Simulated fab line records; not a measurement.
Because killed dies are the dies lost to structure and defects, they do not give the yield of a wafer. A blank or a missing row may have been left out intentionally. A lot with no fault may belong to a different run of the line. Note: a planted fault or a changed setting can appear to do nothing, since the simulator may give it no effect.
Which tool was responsible? || flow sky130 || 72 wafers from 24 lots sampled at 5 of the route's 708 steps

## WHAT THE GAUGES SHOWED, per wafer
SKY_CONTACT_CD_MEAS_14: target cd 170 nm.
{"lot": "L074", "measured": "day 31 20:47", "on": "cd-sem-01", "cd-nm (nm)": "169.9 169.6 169.0"}
{"lot": "L075", "measured": "day 32 06:37", "on": "cd-sem-02", "cd-nm (nm)": "167.6 169.2 167.9"}
{"lot": "L076", "measured": "day 32 18:42", "on": "cd-sem-01", "cd-nm (nm)": "171.7 171.7 170.5"}
{"lot": "L077", "measured": "day 33 09:42", "on": "cd-sem-01", "cd-nm (nm)": "169.7 170.3 169.0"}
{"lot": "L079", "measured": "day 33 11:43", "on": "cd-sem-02", "cd-nm (nm)": "172.0 170.5 170.7"}
{"lot": "L078", "measured": "day 33 18:19", "on": "cd-sem-02", "cd-nm (nm)": "168.2 167.8 167.3"}
{"lot": "L080", "measured": "day 34 00:53", "on": "cd-sem-01", "cd-nm (nm)": "168.4 168.3 169.2"}
{"lot": "L081", "measured": "day 34 11:44", "on": "cd-sem-01", "cd-nm (nm)": "172.5 171.5 172.2"}
{"lot": "L082", "measured": "day 34 18:16", "on": "cd-sem-01", "cd-nm (nm)": "170.1 170.9 169.5"}
{"lot": "L083", "measured": "day 35 09:24", "on": "cd-sem-01", "cd-nm (nm)": "169.6 168.1 168.4"}
{"lot": "L084", "measured": "day 35 17:45", "on": "cd-sem-01", "cd-nm (nm)": "170.7 169.0 170.2"}
{"lot": "L085", "measured": "day 35 21:51", "on": "cd-sem-01", "cd-nm (nm)": "169.4 168.4 168.4"}
{"lot": "L086", "measured": "day 36 00:33", "on": "cd-sem-01", "cd-nm (nm)": "171.3 170.8 171.2"}
{"lot": "L087", "measured": "day 36 06:24", "on": "cd-sem-01", "cd-nm (nm)": "168.3 168.3 168.8"}
{"lot": "L088", "measured": "day 36 23:46", "on": "cd-sem-02", "cd-nm (nm)": "170.3 171.8 170.4"}
{"lot": "L089", "measured": "day 37 04:43", "on": "cd-sem-01", "cd-nm (nm)": "170.6 171.9 171.6"}
{"lot": "L090", "measured": "day 37 08:15", "on": "cd-sem-01", "cd-nm (nm)": "168.9 170.4 169.3"}
{"lot": "L091", "measured": "day 37 10:54", "on": "cd-sem-02", "cd-nm (nm)": "171.8 172.6 172.3"}
{"lot": "L092", "measured": "day 37 17:44", "on": "cd-sem-01", "cd-nm (nm)": "168.7 169.2 169.0"}
{"lot": "L094", "measured": "day 38 02:51", "on": "cd-sem-02", "cd-nm (nm)": "170.4 171.9 170.4"}
{"lot": "L093", "measured": "day 38 05:31", "on": "cd-sem-01", "cd-nm (nm)": "168.8 169.6 169.9"}
{"lot": "L095", "measured": "day 38 16:39", "on": "cd-sem-01", "cd-nm (nm)": "172.7 172.0 171.9"}
{"lot": "L096", "measured": "day 38 20:51", "on": "cd-sem-01", "cd-nm (nm)": "170.5 169.3 169.8"}
{"lot": "L097", "measured": "day 38 22:24", "on": "cd-sem-02", "cd-nm (nm)": "169.7 170.3 171.0"}

SKY_CAPM_OVL_MEAS_12.
{"lot": "L074", "measured": "day 37 21:00", "on": "overlay-02", "CAPM_OVL (nm)": "0.4 2.0 0.1"}
{"lot": "L075", "measured": "day 38 04:17", "on": "overlay-01", "CAPM_OVL (nm)": "3.2 1.1 2.1"}
{"lot": "L076", "measured": "day 38 14:38", "on": "overlay-02", "CAPM_OVL (nm)": "3.6 2.9 3.2"}
{"lot": "L077", "measured": "day 39 04:59", "on": "overlay-02", "CAPM_OVL (nm)": "-0.4 -1.1 1.9"}
{"lot": "L079", "measured": "day 39 07:32", "on": "overlay-02", "CAPM_OVL (nm)": "1.6 1.3 1.2"}
{"lot": "L078", "measured": "day 39 13:29", "on": "overlay-01", "CAPM_OVL (nm)": "0.5 1.2 0.1"}
{"lot": "L080", "measured": "day 39 18:46", "on": "overlay-01", "CAPM_OVL (nm)": "2.6 2.0 2.9"}
{"lot": "L081", "measured": "day 40 06:44", "on": "overlay-01", "CAPM_OVL (nm)": "-1.3 0.8 3.4"}
{"lot": "L082", "measured": "day 40 10:44", "on": "overlay-02", "CAPM_OVL (nm)": "2.6 1.7 -1.3"}
{"lot": "L083", "measured": "day 41 02:17", "on": "overlay-02", "CAPM_OVL (nm)": "0.8 2.3 0.8"}
{"lot": "L084", "measured": "day 41 07:33", "on": "overlay-01", "CAPM_OVL (nm)": "-1.3 0.2 -1.3"}
{"lot": "L085", "measured": "day 41 12:51", "on": "overlay-02", "CAPM_OVL (nm)": "-0.5 -0.8 -0.2"}
{"lot": "L086", "measured": "day 41 14:02", "on": "overlay-01", "CAPM_OVL (nm)": "0.1 0.2 2.0"}
{"lot": "L087", "measured": "day 41 21:23", "on": "overlay-01", "CAPM_OVL (nm)": "2.6 2.7 0.7"}
{"lot": "L088", "measured": "day 42 11:41", "on": "overlay-02", "CAPM_OVL (nm)": "2.3 1.3 2.6"}
{"lot": "L089", "measured": "day 42 15:56", "on": "overlay-01", "CAPM_OVL (nm)": "2.0 1.0 2.2"}
{"lot": "L090", "measured": "day 42 19:11", "on": "overlay-01", "CAPM_OVL (nm)": "0.2 -0.4 0.7"}
{"lot": "L091", "measured": "day 42 23:50", "on": "overlay-02", "CAPM_OVL (nm)": "0.6 2.1 -0.2"}
{"lot": "L092", "measured": "day 43 05:35", "on": "overlay-02", "CAPM_OVL (nm)": "2.1 0.8 1.1"}
{"lot": "L094", "measured": "day 43 13:08", "on": "overlay-01", "CAPM_OVL (nm)": "-0.7 -0.8 -0.2"}
{"lot": "L093", "measured": "day 43 14:41", "on": "overlay-01", "CAPM_OVL (nm)": "1.7 1.2 0.8"}
{"lot": "L095", "measured": "day 44 02:24", "on": "overlay-01", "CAPM_OVL (nm)": "3.2 2.9 3.9"}
{"lot": "L096", "measured": "day 44 06:38", "on": "overlay-01", "CAPM_OVL (nm)": "0.7 0.5 0.7"}
{"lot": "L097", "measured": "day 44 06:50", "on": "overlay-02", "CAPM_OVL (nm)": "0.4 0.3 1.7"}

SKY_VIA3_RS_MEAS_22: measurement is done with a four-point probe.
{"lot": "L074", "measured": "day 40 04:03", "on": "film-metro-01", "VIA3_W_RS (ohm/sq)": "0.289 0.278 0.280"}
{"lot": "L075", "measured": "day 40 10:06", "on": "film-metro-03", "VIA3_W_RS (ohm/sq)": "0.298 0.305 0.301"}
{"lot": "L076", "measured": "day 40 20:26", "on": "film-metro-04", "VIA3_W_RS (ohm/sq)": "0.282 0.280 0.279"}
{"lot": "L077", "measured": "day 41 08:58", "on": "film-metro-01", "VIA3_W_RS (ohm/sq)": "0.283 0.290 0.291"}
{"lot": "L079", "measured": "day 41 12:23", "on": "film-metro-04", "VIA3_W_RS (ohm/sq)": "0.298 0.295 0.298"}
{"lot": "L078", "measured": "day 41 18:03", "on": "film-metro-03", "VIA3_W_RS (ohm/sq)": "0.290 0.290 0.281"}
{"lot": "L080", "measured": "day 42 00:07", "on": "film-metro-04", "VIA3_W_RS (ohm/sq)": "0.283 0.290 0.289"}
{"lot": "L081", "measured": "day 42 09:43", "on": "film-metro-01", "VIA3_W_RS (ohm/sq)": "0.287 0.293 0.291"}
{"lot": "L082", "measured": "day 42 15:18", "on": "film-metro-01", "VIA3_W_RS (ohm/sq)": "0.281 0.283 0.282"}
{"lot": "L083", "measured": "day 43 05:59", "on": "film-metro-03", "VIA3_W_RS (ohm/sq)": "0.294 0.294 0.288"}
{"lot": "L084", "measured": "day 43 10:37", "on": "film-metro-03", "VIA3_W_RS (ohm/sq)": "0.296 0.294 0.293"}
{"lot": "L085", "measured": "day 43 15:51", "on": "film-metro-04", "VIA3_W_RS (ohm/sq)": "0.294 0.293 0.289"}
{"lot": "L086", "measured": "day 43 16:41", "on": "film-metro-01", "VIA3_W_RS (ohm/sq)": "0.286 0.291 0.285"}
{"lot": "L087", "measured": "day 43 23:22", "on": "film-metro-03", "VIA3_W_RS (ohm/sq)": "0.299 0.300 0.304"}
{"lot": "L088", "measured": "day 44 11:56", "on": "film-metro-03", "VIA3_W_RS (ohm/sq)": "0.295 0.293 0.296"}
{"lot": "L089", "measured": "day 44 17:04", "on": "film-metro-03", "VIA3_W_RS (ohm/sq)": "0.287 0.293 0.287"}
{"lot": "L090", "measured": "day 44 19:46", "on": "film-metro-01", "VIA3_W_RS (ohm/sq)": "0.283 0.291 0.292"}
{"lot": "L091", "measured": "day 45 00:49", "on": "film-metro-03", "VIA3_W_RS (ohm/sq)": "0.294 0.302 0.300"}
{"lot": "L092", "measured": "day 45 06:47", "on": "film-metro-04", "VIA3_W_RS (ohm/sq)": "0.290 0.294 0.292"}
{"lot": "L094", "measured": "day 45 12:22", "on": "film-metro-03", "VIA3_W_RS (ohm/sq)": "0.296 0.297 0.293"}
{"lot": "L093", "measured": "day 45 14:58", "on": "film-metro-04", "VIA3_W_RS (ohm/sq)": "0.294 0.284 0.292"}
{"lot": "L095", "measured": "day 46 01:17", "on": "film-metro-01", "VIA3_W_RS (ohm/sq)": "0.297 0.293 0.296"}
{"lot": "L096", "measured": "day 46 06:19", "on": "film-metro-04", "VIA3_W_RS (ohm/sq)": "0.286 0.287 0.296"}
{"lot": "L097", "measured": "day 46 06:41", "on": "film-metro-04", "VIA3_W_RS (ohm/sq)": "0.297 0.300 0.298"}

## WHAT TOOL EACH LOT RAN ON (gives the tool, then ch and the chambers of the sampled wafers, and finally the start)
{"lot": "L074", "SKY_VIA2_CMP_24": "cmp-02 ch 0,2,3, day 36 18:48", "SKY_METAL3_SPUTTER_00": "pvd-sputter-02, day 36 19:03"}
{"lot": "L075", "SKY_VIA2_CMP_24": "cmp-02 ch 1,2,3, day 37 03:22", "SKY_METAL3_SPUTTER_00": "pvd-sputter-03, day 37 03:40"}
{"lot": "L076", "SKY_VIA2_CMP_24": "cmp-02 ch 0,1,3, day 37 13:08", "SKY_METAL3_SPUTTER_00": "pvd-sputter-03, day 37 13:23"}
{"lot": "L077", "SKY_VIA2_CMP_24": "cmp-02 ch 0,2,3, day 38 02:53", "SKY_METAL3_SPUTTER_00": "pvd-sputter-02, day 38 03:05"}
{"lot": "L079", "SKY_VIA2_CMP_24": "cmp-01 ch 1,2,3, day 38 05:04", "SKY_METAL3_SPUTTER_00": "pvd-sputter-03, day 38 05:20"}
{"lot": "L078", "SKY_VIA2_CMP_24": "cmp-02 ch 0,2, day 38 11:50", "SKY_METAL3_SPUTTER_00": "pvd-sputter-03, day 38 12:05"}
{"lot": "L080", "SKY_VIA2_CMP_24": "cmp-02 ch 0,2,3, day 38 17:36", "SKY_METAL3_SPUTTER_00": "pvd-sputter-01, day 38 17:54"}
{"lot": "L081", "SKY_VIA2_CMP_24": "cmp-01 ch 1,3, day 39 05:56", "SKY_METAL3_SPUTTER_00": "pvd-sputter-03, day 39 06:14"}
{"lot": "L082", "SKY_VIA2_CMP_24": "cmp-01 ch 0,2,3, day 39 09:39", "SKY_METAL3_SPUTTER_00": "pvd-sputter-01, day 39 09:57"}
{"lot": "L083", "SKY_VIA2_CMP_24": "cmp-02 ch 0,3, day 40 01:17", "SKY_METAL3_SPUTTER_00": "pvd-sputter-01, day 40 01:35"}
{"lot": "L084", "SKY_VIA2_CMP_24": "cmp-01 ch 0,2,3, day 40 06:59", "SKY_METAL3_SPUTTER_00": "pvd-sputter-02, day 40 07:17"}
{"lot": "L085", "SKY_VIA2_CMP_24": "cmp-01 ch 0,2,3, day 40 11:47", "SKY_METAL3_SPUTTER_00": "pvd-sputter-03, day 40 12:05"}
{"lot": "L086", "SKY_VIA2_CMP_24": "cmp-01 ch 0,1,2, day 40 12:59", "SKY_METAL3_SPUTTER_00": "pvd-sputter-01, day 40 13:11"}
{"lot": "L087", "SKY_VIA2_CMP_24": "cmp-02 ch 1,2,3, day 40 20:13", "SKY_METAL3_SPUTTER_00": "pvd-sputter-03, day 40 20:28"}
{"lot": "L088", "SKY_VIA2_CMP_24": "cmp-02 ch 1,2,3, day 41 10:34", "SKY_METAL3_SPUTTER_00": "pvd-sputter-03, day 41 10:52"}
{"lot": "L089", "SKY_VIA2_CMP_24": "cmp-02 ch 0,1,2, day 41 16:25", "SKY_METAL3_SPUTTER_00": "pvd-sputter-01, day 41 16:34"}
{"lot": "L090", "SKY_VIA2_CMP_24": "cmp-02 ch 0,3, day 41 19:20", "SKY_METAL3_SPUTTER_00": "pvd-sputter-03, day 41 19:38"}
{"lot": "L091", "SKY_VIA2_CMP_24": "cmp-02 ch 2,3, day 41 22:57", "SKY_METAL3_SPUTTER_00": "pvd-sputter-01, day 41 23:15"}
{"lot": "L092", "SKY_VIA2_CMP_24": "cmp-02 ch 0,1,3, day 42 05:24", "SKY_METAL3_SPUTTER_00": "pvd-sputter-03, day 42 05:42"}
{"lot": "L094", "SKY_VIA2_CMP_24": "cmp-02 ch 0,1,2, day 42 13:22", "SKY_METAL3_SPUTTER_00": "pvd-sputter-01, day 42 13:34"}
{"lot": "L093", "SKY_VIA2_CMP_24": "cmp-01 ch 0,1,2, day 42 14:47", "SKY_METAL3_SPUTTER_00": "pvd-sputter-01, day 42 15:05"}
{"lot": "L095", "SKY_VIA2_CMP_24": "cmp-01 ch 1,2, day 43 02:38", "SKY_METAL3_SPUTTER_00": "pvd-sputter-01, day 43 02:56"}
{"lot": "L096", "SKY_VIA2_CMP_24": "cmp-01 ch 0,1,3, day 43 07:19", "SKY_METAL3_SPUTTER_00": "pvd-sputter-01, day 43 07:28"}
{"lot": "L097", "SKY_VIA2_CMP_24": "cmp-02 ch 0,1,2, day 43 07:28", "SKY_METAL3_SPUTTER_00": "pvd-sputter-03, day 43 07:46"}
- SKY_VIA2_CMP_24: polishes, stops on SiO2, t overpolish 20 s, target thk 0 nm.
- SKY_METAL3_SPUTTER_00: material Ti, target thk 15 nm, time 10 s.

## AS READ BY THE TOOLS THEMSELVES (means over the sampled wafers that have a number; for cases with no such wafer, the mark the record gives instead)
SKY_VIA2_CMP_24.
{"lot": "L074", "tool": "cmp-02", "motor-current-A (A)": 12.8, "overpolish-run-s (s)": 20.002, "platen-rpm (rpm)": 60.00, "slurry-filter-dp-kPa (kPa)": 13.58, "time-to-endpoint-s (s)": 97}
{"lot": "L075", "tool": "cmp-02", "motor-current-A (A)": 12.3, "overpolish-run-s (s)": 20.011, "platen-rpm (rpm)": 59.98, "slurry-filter-dp-kPa (kPa)": 13.54, "time-to-endpoint-s (s)": 103}
{"lot": "L076", "tool": "cmp-02", "motor-current-A (A)": 11.2, "overpolish-run-s (s)": 19.999, "platen-rpm (rpm)": 60.01, "slurry-filter-dp-kPa (kPa)": 13.48, "time-to-endpoint-s (s)": 101}
{"lot": "L077", "tool": "cmp-02", "motor-current-A (A)": 12.7, "overpolish-run-s (s)": 19.997, "platen-rpm (rpm)": 60.03, "slurry-filter-dp-kPa (kPa)": 13.53, "time-to-endpoint-s (s)": 93}
{"lot": "L079", "tool": "cmp-01", "motor-current-A (A)": 10.1, "overpolish-run-s (s)": 19.992, "platen-rpm (rpm)": 60.00, "slurry-filter-dp-kPa (kPa)": 13.49, "time-to-endpoint-s (s)": 105}
{"lot": "L078", "tool": "cmp-02", "motor-current-A (A)": 11.8, "overpolish-run-s (s)": 20.006, "platen-rpm (rpm)": 60.01, "slurry-filter-dp-kPa (kPa)": 13.51, "time-to-endpoint-s (s)": 92}
{"lot": "L080", "tool": "cmp-02", "motor-current-A (A)": 12.9, "overpolish-run-s (s)": 20.012, "platen-rpm (rpm)": 59.99, "slurry-filter-dp-kPa (kPa)": 13.49, "time-to-endpoint-s (s)": 96}
{"lot": "L081", "tool": "cmp-01", "motor-current-A (A)": 9.9, "overpolish-run-s (s)": 20.000, "platen-rpm (rpm)": 60.01, "slurry-filter-dp-kPa (kPa)": 13.65, "time-to-endpoint-s (s)": 103}
{"lot": "L082", "tool": "cmp-01", "motor-current-A (A)": 11.0, "overpolish-run-s (s)": 20.009, "platen-rpm (rpm)": 59.98, "slurry-filter-dp-kPa (kPa)": 13.39, "time-to-endpoint-s (s)": 108}
{"lot": "L083", "tool": "cmp-02", "motor-current-A (A)": 11.9, "overpolish-run-s (s)": 19.993, "platen-rpm (rpm)": 60.02, "slurry-filter-dp-kPa (kPa)": 13.42, "time-to-endpoint-s (s)": 98}
{"lot": "L084", "tool": "cmp-01", "motor-current-A (A)": 10.8, "overpolish-run-s (s)": 20.011, "platen-rpm (rpm)": 59.99, "slurry-filter-dp-kPa (kPa)": 13.55, "time-to-endpoint-s (s)": 106}
{"lot": "L085", "tool": "cmp-01", "motor-current-A (A)": 11.1, "overpolish-run-s (s)": 20.002, "platen-rpm (rpm)": 59.99, "slurry-filter-dp-kPa (kPa)": 13.43, "time-to-endpoint-s (s)": 108}
{"lot": "L086", "tool": "cmp-01", "motor-current-A (A)": 11.6, "overpolish-run-s (s)": 20.003, "platen-rpm (rpm)": 59.98, "slurry-filter-dp-kPa (kPa)": 13.49, "time-to-endpoint-s (s)": 100}
{"lot": "L087", "tool": "cmp-02", "motor-current-A (A)": 12.5, "overpolish-run-s (s)": 19.997, "platen-rpm (rpm)": 60.00, "slurry-filter-dp-kPa (kPa)": 13.51, "time-to-endpoint-s (s)": 99}
{"lot": "L088", "tool": "cmp-02", "motor-current-A (A)": 12.1, "overpolish-run-s (s)": 19.996, "platen-rpm (rpm)": 60.01, "slurry-filter-dp-kPa (kPa)": 13.34, "time-to-endpoint-s (s)": 104}
{"lot": "L089", "tool": "cmp-02", "motor-current-A (A)": 11.2, "overpolish-run-s (s)": 19.998, "platen-rpm (rpm)": 60.00, "slurry-filter-dp-kPa (kPa)": 13.54, "time-to-endpoint-s (s)": 98}
{"lot": "L090", "tool": "cmp-02", "motor-current-A (A)": 11.3, "overpolish-run-s (s)": 20.004, "platen-rpm (rpm)": 60.02, "slurry-filter-dp-kPa (kPa)": 13.55, "time-to-endpoint-s (s)": 105}
{"lot": "L091", "tool": "cmp-02", "motor-current-A (A)": 13.4, "overpolish-run-s (s)": 19.999, "platen-rpm (rpm)": 59.99, "slurry-filter-dp-kPa (kPa)": 13.47, "time-to-endpoint-s (s)": 101}
{"lot": "L092", "tool": "cmp-02", "motor-current-A (A)": 10.7, "overpolish-run-s (s)": 19.993, "platen-rpm (rpm)": 59.98, "slurry-filter-dp-kPa (kPa)": 13.53, "time-to-endpoint-s (s)": 104}
{"lot": "L094", "tool": "cmp-02", "motor-current-A (A)": 11.8, "overpolish-run-s (s)": 19.998, "platen-rpm (rpm)": 59.98, "slurry-filter-dp-kPa (kPa)": 13.53, "time-to-endpoint-s (s)": 101}
{"lot": "L093", "tool": "cmp-01", "motor-current-A (A)": 11.4, "overpolish-run-s (s)": 19.992, "platen-rpm (rpm)": 59.99, "slurry-filter-dp-kPa (kPa)": 13.32, "time-to-endpoint-s (s)": 99}
{"lot": "L095", "tool": "cmp-01", "motor-current-A (A)": 11.3, "overpolish-run-s (s)": 20.003, "platen-rpm (rpm)": 60.02, "slurry-filter-dp-kPa (kPa)": 13.50, "time-to-endpoint-s (s)": 109}
{"lot": "L096", "tool": "cmp-01", "motor-current-A (A)": 10.4, "overpolish-run-s (s)": 20.000, "platen-rpm (rpm)": 60.04, "slurry-filter-dp-kPa (kPa)": 13.49, "time-to-endpoint-s (s)": 104}
{"lot": "L097", "tool": "cmp-02", "motor-current-A (A)": 11.6, "overpolish-run-s (s)": 19.994, "platen-rpm (rpm)": 60.01, "slurry-filter-dp-kPa (kPa)": 13.48, "time-to-endpoint-s (s)": 96}

SKY_METAL3_SPUTTER_00.
{"lot": "L074", "tool": "pvd-sputter-02", "throttle-valve-pct (%)": 30.4}
{"lot": "L075", "tool": "pvd-sputter-03", "throttle-valve-pct (%)": 29.9}
{"lot": "L076", "tool": "pvd-sputter-03", "throttle-valve-pct (%)": 30.1}
{"lot": "L077", "tool": "pvd-sputter-02", "throttle-valve-pct (%)": 30.5}
{"lot": "L079", "tool": "pvd-sputter-03", "throttle-valve-pct (%)": 30.0}
{"lot": "L078", "tool": "pvd-sputter-03", "throttle-valve-pct (%)": 29.2}
{"lot": "L080", "tool": "pvd-sputter-01", "throttle-valve-pct (%)": 29.8}
{"lot": "L081", "tool": "pvd-sputter-03", "throttle-valve-pct (%)": 29.8}
{"lot": "L082", "tool": "pvd-sputter-01", "throttle-valve-pct (%)": 30.3}
{"lot": "L083", "tool": "pvd-sputter-01", "throttle-valve-pct (%)": 29.5}
{"lot": "L084", "tool": "pvd-sputter-02", "throttle-valve-pct (%)": 30.4}
{"lot": "L085", "tool": "pvd-sputter-03", "throttle-valve-pct (%)": 29.6}
{"lot": "L086", "tool": "pvd-sputter-01", "throttle-valve-pct (%)": 29.3}
{"lot": "L087", "tool": "pvd-sputter-03", "throttle-valve-pct (%)": 29.2}
{"lot": "L088", "tool": "pvd-sputter-03", "throttle-valve-pct (%)": 30.0}
{"lot": "L089", "tool": "pvd-sputter-01", "throttle-valve-pct (%)": 28.9}
{"lot": "L090", "tool": "pvd-sputter-03", "throttle-valve-pct (%)": 29.9}
{"lot": "L091", "tool": "pvd-sputter-01", "throttle-valve-pct (%)": 28.9}
{"lot": "L092", "tool": "pvd-sputter-03", "throttle-valve-pct (%)": 29.6}
{"lot": "L094", "tool": "pvd-sputter-01", "throttle-valve-pct (%)": 28.5}
{"lot": "L093", "tool": "pvd-sputter-01", "throttle-valve-pct (%)": 28.8}
{"lot": "L095", "tool": "pvd-sputter-01", "throttle-valve-pct (%)": 28.8}
{"lot": "L096", "tool": "pvd-sputter-01", "throttle-valve-pct (%)": 28.8}
{"lot": "L097", "tool": "pvd-sputter-03", "throttle-valve-pct (%)": 30.0}

## THE ANSWER, worked out from the rows above alone
Rule: what is usual is taken from the lots themselves. The widest of any qualifying gaps counts: lots, ordered by their means at a reading, are off when they make up no more than a third of the lots, leave a main group of 4 or more, and stand apart from it by 3 or more times the standard deviation of that group's means. Not used: any main group whose means are identical at the precision the tables above print for the reading. Also off: a lot with no number at a reading for which 4 or more lots have one. Any other lot the step has rows for is counted as sound. The gauges are gone through in route order, then the tools' own readings, and for those a lot's mean is taken as printed above. At the first step where some lot is off, the reading lying furthest off is the one used; lots without a number count as furthest.
No lot is off on any of the readings shown, so nothing can be concluded from this.

## WHAT THE SIMULATOR HAD PUT IN
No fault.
